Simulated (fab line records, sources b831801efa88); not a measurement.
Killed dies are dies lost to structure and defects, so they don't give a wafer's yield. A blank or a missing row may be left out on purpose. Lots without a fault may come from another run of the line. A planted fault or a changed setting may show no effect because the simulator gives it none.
fab line records | flow sky130
record lots=13 wafers=39 last_day=50
route steps=708 shown FIELD_ISO@1 NWELL@63 VT_ADJUST_LVTN@99 SONOS_TUNNEL@166
lots that met no fault: from a run of the same line without faults
start_h: hours from the record's first day to the start of the lot's first wafer shown | wait_h: hours since the lot's step before | " the same as in the row above | L1.1+2: a row that stands for several wafers | - no value, or no start given | * or withheld: withheld | < > ~ a bound
route shown NAME@n: a module of which the file shows steps, and the number in the route of the first | usual: mean/standard deviation of fault-free wafers | same: alike in all rows | chamber/n: place in a boat | sites: the reading at each site | _std_site: their standard deviation | _edge_site: outer sites' mean less inner sites' | radius_mm: how far each site lies from the wafer's centre | mask NAME#n: copy n | behind: the tool/chamber that last shaped the wafer | hold: why the lot was held/for how many hours/how that ended | device: the transistor (n, p or np) that didn't switch | end of line: the same wafers' tests at the end of the route | a step without rows: its recipe alone | killed: dies lost to structure and defects at the first sort, not the wafer's yield | map: a wafer's dies, x killed, . not, _ none there
set.NAME: the setting as run; set.NAME@STEP: as run at that earlier step | model.NAME: the simulator's own value behind a step, which no gauge read
steps of the route over a sample of lots; a table a step, a row a wafer
services: from which hour (start_h, from the record's first day; less than 0 if before it) a tool's chamber was out of use, for how many hours, and why
## steps
# step SKY_FIELD_ISO_BOW_MEAS_00
# recipe mode=bow
# usual INCOMING_BOW=-1/6.4
# columns lot.wafer tool chamber start_h wait_h INCOMING_BOW[um]
L756.1 film_metro-04 - 15.00 - 4
L756.3 " - " " 3
L756.5 " - " " 4
L757.1 film_metro-04 - 20.00 - -6
L757.2 " - " " -8
L757.6 " - " " 0
L761.3 film_metro-03 - 40.04 - -4
L761.4 " - " " 0
L761.5 " - " " 1
L762.1 film_metro-03 - 45.00 - -2
L762.4 " - " " -5
L762.5 " - " " -4
L763.2 film_metro-04 - 50.02 - -1
L763.4 " - " " -14
L763.5 " - " " -6
L765.2 film_metro-03 - 60.02 - -8
L765.5 " - " " -5
L765.6 " - " " 8
L767.1 film_metro-01 - 70.00 - 9
L767.3 " - " " -5
L767.5 " - " " -3
L770.1 film_metro-03 - 85.00 - -10
L770.2 " - " " 1
L770.4 " - " " -10
L771.3 film_metro-04 - 90.04 - -4
L771.4 " - " " 9
L771.5 " - " " 15
L773.2 film_metro-03 - 100.02 - 8
L773.3 " - " " 1
L773.4 " - " " -4
L776.2 film_metro-03 - 115.02 - 0
L776.3 " - " " -11
L776.5 " - " " 0
L777.4 film_metro-01 - 120.06 - 0
L777.5 " - " " 13
L777.6 " - " " 1
L778.1 film_metro-04 - 125.00 - 4
L778.4 " - " " 2
L778.5 " - " " 2
# step SKY_NWELL_OVL_MEAS_10
# usual NWELL_00_OVL=-0.5/1.5
# columns lot.wafer tool chamber start_h wait_h NWELL_00_OVL[nm]
L756.1 overlay-02 - 91.22 - -0.5
L756.3 " - " " -0.7
L756.5 " - " " -1.1
L757.1 overlay-02 - 98.19 - -0.8
L757.2 " - " " -0.9
L757.6 " - " " -2.9
L761.3 overlay-01 - 134.06 - -3.1
L761.4 " - " " -1.6
L761.5 " - " " -2.0
L762.1 overlay-01 - 134.58 - 3.8
L762.4 " - " " 0.0
L762.5 " - " " 1.6
L763.2 overlay-01 - 154.18 - -0.2
L763.4 " - " " 1.0
L763.5 " - " " 0.9
L765.2 overlay-02 - 154.53 - 0.5
L765.5 " - " " -0.8
L765.6 " - " " -1.3
L767.1 overlay-02 - 175.17 - -1.9
L767.3 " - " " -0.6
L767.5 " - " " -1.3
L771.3 overlay-02 - 189.61 - -1.6
L771.4 " - " " 0.6
L771.5 " - " " -0.2
L770.1 overlay-02 - 190.32 - 2.2
L770.2 " - " " 2.8
L770.4 " - " " 1.8
L773.2 overlay-01 - 200.25 - -2.2
L773.3 " - " " 0.2
L773.4 " - " " 0.7
L777.4 overlay-02 - 214.00 - 1.3
L777.5 " - " " 2.0
L777.6 " - " " -1.0
L776.2 overlay-02 - 214.03 - -2.0
L776.3 " - " " -1.5
L776.5 " - " " -1.3
L778.1 overlay-02 - 223.03 - -1.1
L778.4 " - " " -0.1
L778.5 " - " " -1.1
# step SKY_VT_ADJUST_LVTN_COAT_02
# recipe spin_rpm=2000 resist_thk_nm=3000
# usual resist_line_temp_C=23.03/0.11
# columns lot.wafer tool chamber start_h wait_h resist_line_temp_C
L756.1 litho_track-03 0 135.86 0.1 22.83
L756.3 " 0 " " 22.85
L756.5 " 0 " " 22.88
L757.1 litho_track-02 0 142.17 0.1 23.09
L757.2 " 0 " " 23.10
L757.6 " 0 " " 23.15
L761.3 litho_track-03 0 185.66 0.1 23.16
L761.4 " 0 " " 22.99
L761.5 " 0 " " 22.90
L762.1 litho_track-01 0 187.13 0.1 22.98
L762.4 " 0 " " 22.84
L762.5 " 0 " " 23.05
L763.2 litho_track-01 0 207.91 0.1 22.88
L763.4 " 0 " " 22.97
L763.5 " 0 " " 23.08
L765.2 litho_track-03 0 210.49 0.1 23.31
L765.5 " 0 " " 23.12
L765.6 " 0 " " 23.24
L767.1 litho_track-02 0 230.77 0.1 23.00
L767.3 " 0 " " 22.96
L767.5 " 0 " " 23.01
L771.3 litho_track-02 0 246.22 0.1 22.90
L771.4 " 0 " " 23.07
L771.5 " 0 " " 22.93
L770.1 litho_track-01 0 246.58 0.1 23.06
L770.2 " 0 " " 23.14
L770.4 " 0 " " 23.02
L773.2 litho_track-01 0 258.46 0.1 23.20
L773.3 " 0 " " 23.01
L773.4 " 0 " " 23.10
L777.4 litho_track-02 0 271.94 0.1 23.11
L777.5 " 0 " " 23.09
L777.6 " 0 " " 23.11
L776.2 litho_track-03 0 273.09 0.1 23.20
L776.3 " 0 " " 23.07
L776.5 " 0 " " 23.22
L778.1 litho_track-02 0 282.12 0.1 22.94
L778.4 " 0 " " 23.15
L778.5 " 0 " " 23.02
# step SKY_VT_ADJUST_LVTN_STRIP_09
# recipe chemistry=O2/N2 power_w=1400 pressure_mtorr=1500 platen_temp_c=withheld o2_flow_sccm=3000 n2_flow_sccm=300 overash_fraction=0.5
# usual drypump_motor_current_A=5.4/0.37 oes_product_au=0.722/0.0044 strip_time_to_endpoint_s=36.97/0.11
# columns lot.wafer tool chamber start_h wait_h drypump_motor_current_A oes_product_au rf_hours_counter_h strip_time_to_endpoint_s
L756.1 plasma_asher-01 1 145.86 0.1 5.7 0.729 3 36.91
L756.3 " 0 " " 4.9 0.718 - 36.89
L756.5 " 1 " " 5.7 0.719 - 36.90
L757.1 plasma_asher-02 1 152.41 0.1 5.2 0.724 33 36.79
L757.2 " 0 " " 6.1 0.725 33 36.81
L757.6 " 1 " " 5.2 0.715 - 36.69
L761.3 plasma_asher-04 1 197.15 0.1 5.2 0.722 - 36.99
L761.4 " 0 " " 5.8 0.716 - 36.91
L761.5 " 0 " " 5.7 0.727 - 36.84
L762.1 plasma_asher-01 0 198.72 0.1 4.9 0.723 8 37.05
L762.4 " 1 " " 5.7 0.727 - 36.99
L762.5 " 0 " " 4.9 0.725 - 37.07
L763.2 plasma_asher-01 1 218.41 0.1 5.7 0.724 10 37.13
L763.4 " 1 " " 5.7 0.724 - 37.01
L763.5 " 0 " " 4.9 0.727 - 37.06
L765.2 plasma_asher-01 1 221.66 0.1 5.7 0.722 11 36.85
L765.5 " 1 " " 5.7 0.721 - 36.95
L765.6 " 0 " " 5.0 0.720 - 36.94
L767.1 plasma_asher-01 1 242.72 0.1 5.7 0.725 13 36.96
L767.3 " 0 " " 4.9 0.730 - 36.96
L767.5 " 0 " " 4.9 0.720 - 36.97
L771.3 plasma_asher-04 0 259.35 0.1 5.8 0.728 - 37.09
L771.4 " 1 " " 5.2 0.723 - 37.00
L771.5 " 1 " " 5.2 0.726 - 37.03
L770.1 plasma_asher-04 0 259.67 0.1 5.7 0.717 54 35.31
L770.2 " 1 " " 5.2 0.722 54 35.36
L770.4 " 1 " " 5.2 0.729 - 35.35
L773.2 plasma_asher-01 0 269.91 0.1 4.9 0.720 16 35.76
L773.3 " 1 " " 5.7 0.716 - 35.79
L773.4 " 0 " " 4.9 0.712 - 35.63
L777.4 plasma_asher-01 1 285.09 0.1 5.7 0.725 - 36.90
L777.5 " 0 " " 5.0 0.716 - 36.97
L777.6 " 1 " " 5.7 0.722 - 36.96
L776.2 plasma_asher-04 0 286.21 0.1 5.8 0.716 55 37.06
L776.3 " 1 " " 5.2 0.728 - 37.00
L776.5 " 1 " " 5.2 0.724 - 37.03
L778.1 plasma_asher-04 0 295.46 0.1 5.8 0.724 56 37.06
L778.4 " 1 " " 5.2 0.720 - 36.97
L778.5 " 1 " " 5.2 0.721 - 37.03
# step SKY_SONOS_TUNNEL_TW_MEAS_12
# usual SONOS_TUNNEL_TW=196.4/1.4
# columns lot.wafer tool chamber start_h wait_h SONOS_TUNNEL_TW
L756.1 film_metro-04 - 256.59 0.0 195.2
L756.3 " - " " 195.7
L756.5 " - " " 196.4
L757.1 film_metro-04 - 265.83 0.0 196.0
L757.2 " - " " 195.9
L757.6 " - " " 195.7
L761.3 film_metro-03 - 315.96 0.0 195.3
L761.4 " - " " 195.5
L761.5 " - " " 195.1
L762.1 film_metro-03 - 318.66 0.0 194.0
L762.4 " - " " 194.0
L762.5 " - " " 194.2
L763.2 film_metro-02 - 345.07 0.0 197.4
L763.4 " - " " 197.8
L763.5 " - " " 197.7
L765.2 film_metro-03 - 348.03 0.0 193.9
L765.5 " - " " 193.6
L765.6 " - " " 192.9
L767.1 film_metro-04 - 373.94 0.0 198.2
L767.3 " - " " 197.6
L767.5 " - " " 198.0
L771.3 film_metro-02 - 392.11 0.0 196.7
L771.4 " - " " 196.7
L771.5 " - " " 197.8
L770.1 film_metro-02 - 393.55 0.0 197.0
L770.2 " - " " 196.7
L770.4 " - " " 196.3
L773.2 film_metro-04 - 406.74 0.0 196.0
L773.3 " - " " 196.9
L773.4 " - " " 196.7
L777.4 film_metro-03 - 423.72 0.0 194.8
L777.5 " - " " 194.8
L777.6 " - " " 194.9
L776.2 film_metro-03 - 425.36 0.0 195.1
L776.3 " - " " 195.1
L776.5 " - " " 195.1
L778.1 film_metro-02 - 437.33 0.0 198.7
L778.4 " - " " 199.0
L778.5 " - " " 197.7
## services
# columns tool chamber start_h hours kind
plasma_asher-01 0 117.75 - clean
plasma_asher-01 1 117.75 - clean
plasma_asher-04 - 207.68 24.5 repair
plasma_asher-04 - 264.07 11.3 pm
## key
first_sign step=SKY_VT_ADJUST_LVTN_STRIP_09 reading=strip_time_to_endpoint_s direction=down sigmas=13 usual=* struck=*
effect none on later readings
met_at SKY_VT_ADJUST_LVTN_COAT_02
struck_lots L770,L773
tester_left_out L770,L773
not_acting_at SKY_FIELD_ISO_BOW_MEAS_00,SKY_NWELL_OVL_MEAS_10,SKY_SONOS_TUNNEL_TW_MEAS_12
onset_between 207.91 246.58
fault kind=process_parameter_drift tool=litho_track-01 chamber=- onset_h=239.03 steps=SKY_VT_ADJUST_LVTN_COAT_02 channel=resist_thk_nm offset=-132.45 shape=step end_h=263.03 acts_in=these_recipes_only stated=3000
# tester_left_out: of these lots the tester's yield and bins aren't shown, on N5 and GAA mostly nor the transistor test; their killed dies are dies lost to structure and defects alone, not to doping, threshold or leakage, so they don't give the yield
